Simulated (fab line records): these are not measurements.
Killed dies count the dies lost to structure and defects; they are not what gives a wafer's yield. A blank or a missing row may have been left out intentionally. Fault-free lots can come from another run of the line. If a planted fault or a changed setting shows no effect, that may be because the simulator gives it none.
What tool caused it? -- flow gf180mcu -- Sampling: 24 lots, 72 wafers, 5 of 602 route steps

WHAT THE GAUGES READ, wafer by wafer
GF_M4_THK_MEAS_06: measures by xrf. Usual: M4_ALCU_THK typically reads 442 nm, with standard deviation 6.6.
lot,measured,on,M4_ALCU_THK (nm),flag
L074,day 22 07:44,film_metro-02,431 440 431,
L075,day 22 21:09,film_metro-04,450 454 453,
L076,day 22 23:28,film_metro-04,445 439 443,
L077,day 23 15:57,film_metro-02,435 428 443,
L078,day 24 04:35,film_metro-02,436 442 444,
L079,day 24 06:18,film_metro-02,440 440 446,
L080,day 25 00:35,film_metro-03,443 452 440,
L081,day 25 00:50,film_metro-02,438 437 439,
L082,day 25 07:33,film_metro-03,445 446 443,
L083,day 25 17:31,film_metro-02,435 444 437,
L084,day 26 04:18,film_metro-02,438 444 444,
L085,day 26 08:02,film_metro-02,444 442 445,
L086,day 26 17:41,film_metro-03,440 437 439,
L087,day 26 21:24,film_metro-03,456 457 454,
L088,day 27 08:25,film_metro-02,438 432 434,
L089,day 27 18:52,film_metro-03,444 433 437,
L090,day 28 05:28,film_metro-03,450 438 443,
L091,day 28 06:19,film_metro-04,443 444 450,
L092,day 28 10:23,film_metro-03,438 438 440,
L093,day 28 21:33,film_metro-03,448 453 445,
L094,day 29 03:54,film_metro-03,432 429 436,
L095,day 29 06:24,film_metro-02,445 447 454,
L096,day 29 12:25,film_metro-03,437 431 431,
L097,day 29 21:27,film_metro-04,447 446 446,

GF_V5_THK_MEAS_25: measures by xrf. Usual: V5_W_THK typically reads 329 nm, with standard deviation 5.2.
lot,measured,on,V5_W_THK (nm),flag
L074,day 27 01:48,film_metro-02,319 322 324,
L075,day 27 15:02,film_metro-03,326 331 328,
L076,day 27 16:19,film_metro-03,330 337 329,
L077,day 28 07:49,film_metro-03,330 338 329,
L078,day 28 17:41,film_metro-01,326 326 331,
L079,day 28 18:34,film_metro-01,334 327 328,
L080,day 29 12:29,film_metro-02,326 330 337,
L081,day 29 10:50,film_metro-01,332 333 332,
L082,day 29 17:34,film_metro-02,331 334 327,
L083,day 30 03:47,film_metro-03,336 330 329,
L084,day 30 09:49,film_metro-01,336 327 338,
L085,day 30 15:43,film_metro-03,333 328 332,
L086,day 30 22:59,film_metro-02,327 328 326,
L087,day 31 03:23,film_metro-02,332 334 337,
L088,day 31 12:37,film_metro-02,328 324 326,
L089,day 31 21:31,film_metro-03,329 337 330,
L090,day 32 06:10,film_metro-03,336 337 331,
L091,day 32 08:08,film_metro-02,327 322 329,
L092,day 32 10:43,film_metro-01,327 324 319,
L093,day 32 19:42,film_metro-02,327 321 319,
L094,day 32 23:47,film_metro-03,340 337 335,
L095,day 33 05:04,film_metro-01,327 327 327,
L096,day 33 09:08,film_metro-02,323 325 322,
L097,day 33 15:57,film_metro-02,320 324 323,

GF_TOP_METAL_CD_MEAS_14: target cd 440 nm. Usual: cd_nm 439.6 nm, standard deviation 2.1.
lot,measured,on,cd_nm (nm),flag
L074,day 27 22:48,cd_sem-01,441.6 441.5 440.3,
L075,day 28 10:58,cd_sem-01,441.9 442.0 442.9,
L076,day 28 12:20,cd_sem-01,439.0 438.8 436.4,
L077,day 29 03:23,cd_sem-01,439.7 440.8 440.3,
L078,day 29 12:34,cd_sem-02,437.7 439.4 436.0,
L079,day 29 13:58,cd_sem-01,444.4 442.3 441.6,
L080,day 30 07:26,cd_sem-01,438.2 436.5 437.4,
L081,day 30 05:40,cd_sem-02,439.7 436.6 436.8,
L082,day 30 12:11,cd_sem-01,442.4 442.1 442.0,
L083,day 30 22:38,cd_sem-02,439.9 437.5 440.7,
L084,day 31 04:25,cd_sem-01,441.4 440.4 440.6,
L085,day 31 10:14,cd_sem-01,439.7 441.6 441.4,
L086,day 31 17:22,cd_sem-01,439.3 440.3 440.1,
L087,day 31 21:04,cd_sem-02,441.9 441.8 437.5,
L088,day 32 05:52,cd_sem-01,441.6 441.3 440.5,
L089,day 32 14:33,cd_sem-02,435.8 437.8 439.5,
L090,day 32 22:53,cd_sem-01,440.0 438.1 441.0,
L091,day 33 01:28,cd_sem-01,439.6 439.0 439.7,
L092,day 33 02:58,cd_sem-02,435.5 436.5 436.7,
L093,day 33 11:52,cd_sem-02,438.3 438.6 437.8,
L094,day 33 15:23,cd_sem-02,439.1 440.1 440.4,
L095,day 33 21:04,cd_sem-02,438.4 439.6 439.5,
L096,day 34 01:25,cd_sem-02,439.6 439.5 439.1,
L097,day 34 07:44,cd_sem-01,440.1 445.0 444.1,

EACH LOT AND THE TOOL THAT RAN IT (in order: tool; ch and the chambers of the sampled wafers; start)
lot,GF_MIM_STRIP_20,GF_TOP_METAL_SPUTTER_04
L074,"plasma_asher-04 ch 0, day 25 06:05","pvd_sputter-01, day 27 02:21"
L075,"plasma_asher-04 ch 0,1, day 25 18:54","pvd_sputter-01, day 27 15:35"
L076,"plasma_asher-01 ch 0,1, day 25 20:43","pvd_sputter-03, day 27 16:52"
L077,"plasma_asher-01 ch 0,1, day 26 12:19","pvd_sputter-04, day 28 08:23"
L078,"plasma_asher-04 ch 0,1, day 26 23:23","pvd_sputter-04, day 28 18:14"
L079,"plasma_asher-02 ch 0,1, day 26 23:59","pvd_sputter-03, day 28 19:07"
L080,"plasma_asher-01 ch 0,1, day 27 17:44","pvd_sputter-04, day 29 13:07"
L081,"plasma_asher-04 ch 0,1, day 27 17:41","pvd_sputter-04, day 29 11:23"
L082,"plasma_asher-04 ch 0,1, day 28 00:05","pvd_sputter-03, day 29 18:08"
L083,"plasma_asher-04 ch 0,1, day 28 10:41","pvd_sputter-04, day 30 04:20"
L084,"plasma_asher-01 ch 0,1, day 28 17:44","pvd_sputter-04, day 30 10:23"
L085,"plasma_asher-04 ch 0,1, day 28 23:28","pvd_sputter-04, day 30 16:28"
L086,"plasma_asher-01 ch 0,1, day 29 07:46","pvd_sputter-04, day 30 23:31"
L087,"plasma_asher-04 ch 0,1, day 29 11:59","pvd_sputter-03, day 31 03:56"
L088,"plasma_asher-04 ch 0,1, day 29 20:47","pvd_sputter-03, day 31 13:11"
L089,"plasma_asher-04 ch 0,1, day 30 06:58","pvd_sputter-04, day 31 22:02"
L090,"plasma_asher-01 ch 0, day 30 16:26","pvd_sputter-01, day 32 06:42"
L091,"plasma_asher-04 ch 0,1, day 30 18:37","pvd_sputter-01, day 32 08:41"
L092,"plasma_asher-04 ch 0,1, day 30 21:59","pvd_sputter-01, day 32 11:16"
L093,"plasma_asher-04 ch 0,1, day 31 07:20","pvd_sputter-01, day 32 20:15"
L094,"plasma_asher-02 ch 1, day 31 11:55","pvd_sputter-04, day 33 00:20"
L095,"plasma_asher-04 ch 0,1, day 31 16:46","pvd_sputter-03, day 33 05:37"
L096,"plasma_asher-02 ch 0,1, day 31 20:55","pvd_sputter-01, day 33 10:09"
L097,"plasma_asher-04 ch 0,1, day 32 05:19","pvd_sputter-04, day 33 16:29"
- GF_MIM_STRIP_20: strips in O2/N2.
- GF_TOP_METAL_SPUTTER_04: material TiN, target thk 25 nm, time 20.8 s.

WHAT THE TOOLS THEMSELVES READ (means of the sampled wafers that have a number; where no wafer has one, the mark that the record gives instead)
GF_MIM_STRIP_20. Usual: drypump_motor_current_A 5.6 A, standard deviation 0.42; heater_power_w 306 W, standard deviation 39; oes_product_au 0.692 a.u., standard deviation 0.0046; strip_time_to_endpoint_s 11.23 s, standard deviation 0.045.
lot,tool,drypump_motor_current_A (A),heater_power_w (W),oes_product_au (a.u.),strip_time_to_endpoint_s (s),flag
L074,plasma_asher-04,5.7,344,0.691,11.24,
L075,plasma_asher-04,5.5,316,0.685,11.22,
L076,plasma_asher-01,6.0,335,0.694,11.19,
L077,plasma_asher-01,6.1,341,0.688,11.18,
L078,plasma_asher-04,5.3,285,0.693,11.20,
L079,plasma_asher-02,5.7,286,0.692,11.24,
L080,plasma_asher-01,6.1,332,0.697,11.26,
L081,plasma_asher-04,5.3,281,0.692,11.21,
L082,plasma_asher-04,5.3,283,0.689,11.22,
L083,plasma_asher-04,5.5,314,0.693,11.21,
L084,plasma_asher-01,5.8,334,0.688,11.20,
L085,plasma_asher-04,5.5,309,0.692,11.20,
L086,plasma_asher-01,5.8,328,0.696,11.26,
L087,plasma_asher-04,5.3,285,0.691,11.22,
L088,plasma_asher-04,5.3,283,0.688,11.20,
L089,plasma_asher-04,5.5,315,0.695,11.22,
L090,plasma_asher-01,5.5,326,0.696,11.34,
L091,plasma_asher-04,5.5,313,0.686,11.22,
L092,plasma_asher-04,5.5,315,0.694,11.23,
L093,plasma_asher-04,5.3,279,0.692,11.24,
L094,plasma_asher-02,5.5,293,0.693,11.26,
L095,plasma_asher-04,5.3,284,0.696,11.23,
L096,plasma_asher-02,5.7,290,0.695,11.23,
L097,plasma_asher-04,5.3,278,0.689,11.21,

GF_TOP_METAL_SPUTTER_04. Usual: cathode_dc_power_W 6500.0 W, standard deviation 1.2; throttle_valve_pct 29.7 %, standard deviation 0.87.
lot,tool,cathode_dc_power_W (W),throttle_valve_pct (%),flag
L074,pvd_sputter-01,6500.1,29.7,
L075,pvd_sputter-01,6498.9,29.8,
L076,pvd_sputter-03,6500.5,30.3,
L077,pvd_sputter-04,6499.8,29.2,
L078,pvd_sputter-04,6499.0,29.3,
L079,pvd_sputter-03,6499.5,30.8,
L080,pvd_sputter-04,6498.6,29.3,
L081,pvd_sputter-04,6500.8,29.1,
L082,pvd_sputter-03,6499.8,30.6,
L083,pvd_sputter-04,6500.1,29.3,
L084,pvd_sputter-04,6500.6,29.9,
L085,pvd_sputter-04,6500.5,29.2,
L086,pvd_sputter-04,6499.2,29.6,
L087,pvd_sputter-03,6500.4,30.7,
L088,pvd_sputter-03,6499.6,30.9,
L089,pvd_sputter-04,6499.6,29.3,
L090,pvd_sputter-01,6499.3,29.4,
L091,pvd_sputter-01,6500.8,28.9,
L092,pvd_sputter-01,6501.1,29.5,
L093,pvd_sputter-01,6499.8,29.3,
L094,pvd_sputter-04,6500.3,29.4,
L095,pvd_sputter-03,6500.0,30.9,
L096,pvd_sputter-01,6499.5,29.5,
L097,pvd_sputter-04,6498.8,29.9,

THE ANSWER, worked out from the rows above alone
Rule: lot off if the mean of its wafers having a number is beyond 3 standard deviations from the usual mean. Also off: a lot with no number at a reading for which 4 or more lots have one. All remaining lots with rows at the step are treated as sound. First the gauges in route order, then the tools' own readings, where a lot's mean is used as printed above. The first step at which some lot is off is used, and at that step the reading that is off furthest; a lot without a number counts as furthest.
No lot is off at any reading shown: from this, nothing can be told.

WHAT THE SIMULATOR PUT IN
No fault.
